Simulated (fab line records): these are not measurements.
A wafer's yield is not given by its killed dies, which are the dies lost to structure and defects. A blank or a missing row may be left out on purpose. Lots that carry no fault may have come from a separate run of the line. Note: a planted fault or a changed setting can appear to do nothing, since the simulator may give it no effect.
8D (eight disciplines) problem report, filled in by code | flow sky130 | the parts of the form that need people (team, actions taken, sign-off) are left out

1. WHAT WENT WRONG
Mean of spin speed rpm at SKY_POLY_GATE_COAT_08: 3907.0 rpm across 6 wafers in 2 lots; on wafers with no fault it is 3000.2 rpm (standard deviation 2). So: +99 or more standard deviations from the usual mean.
The step: resist thk 450 nm.
First observed at day 20 16:00: wafer L731.1, on litho track-01. The record holds 36 wafers of 12 lots with a number at this step. Rule for "out" (also "out of limits"): further than 4 standard deviations from the usual mean. The rest of the wafers with a number are treated as sound.

2. WHAT THIS IS AND IS NOT
question                    | is                     | is not
which readings at this step | spin speed rpm         | -
which lots                  | L731, L733             | L718, L721, L722, L724, L726, L727, L728, L730, L732, L741
which wafers of those lots  | all that have a number | -
read on which tools         | litho track-01         | litho track-03, litho track-04
when                        | from day 20 16:00      | up to then (24 sound wafers); but 6 sound wafers of L732, L741 came after

3. THE SUSPECTS, EACH WITH WHAT RULES IT OUT
Counting: a tool at a process step up to the reading stays a suspect if it ran every lot that is out and no sound lot after the first of them.
- litho track-01 at SKY_POLY_GATE_COAT_08 (resist thk 450 nm): ruled out as a lasting fault. Sound lots L741 ran on it after its first lot that is out, L731 (day 20 16:00).
Left after counting: nothing in the record.

4. THE CAUSE (what the simulator had put in)
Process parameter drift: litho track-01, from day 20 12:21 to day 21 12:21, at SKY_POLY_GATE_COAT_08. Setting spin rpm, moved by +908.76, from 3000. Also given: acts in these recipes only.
Counting ruled it out, wrongly.

5. THE CHAIN OF EFFECTS, in route order
Each row: a reading whose mean over the struck wafers that have a number lies more than 3 standard deviations from the usual. Only readings for which the record gives a usual standard deviation are gone through. hours: the time from each lot's start at the first step in this table that gives one to its start at this step, as a median over the lots. sigmas: the change in usual standard deviations.
hours | step                   | reading                  | usual      | on struck wafers | change | sigmas
0     | SKY_POLY_GATE_COAT_08  | spin speed rpm           | 3000.2 rpm | 3907.0           | +906.8 | +99 or more
16    | SKY_POLY_GATE_STRIP_18 | oes product au           | 0.360 a.u. | 0.337            | -0.023 | -4.8
16    | SKY_POLY_GATE_STRIP_18 | strip time to endpoint s | 3.144 s    | 2.519            | -0.625 | -22
Its process steps:
- SKY_POLY_GATE_COAT_08: resist thk 450 nm.
- SKY_POLY_GATE_STRIP_18: strips in O2/N2.
At these later measuring or inspecting steps, every struck wafer for which the step has a row has a number for every such reading, and none has moved that far: SKY_POLY_GATE_CD_MEAS_22.

6. HOW IT WOULD HAVE BEEN CAUGHT EARLIER
First out-of-limits reading in this record: day 20 16:00, which is 4 hours after fault onset at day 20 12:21.
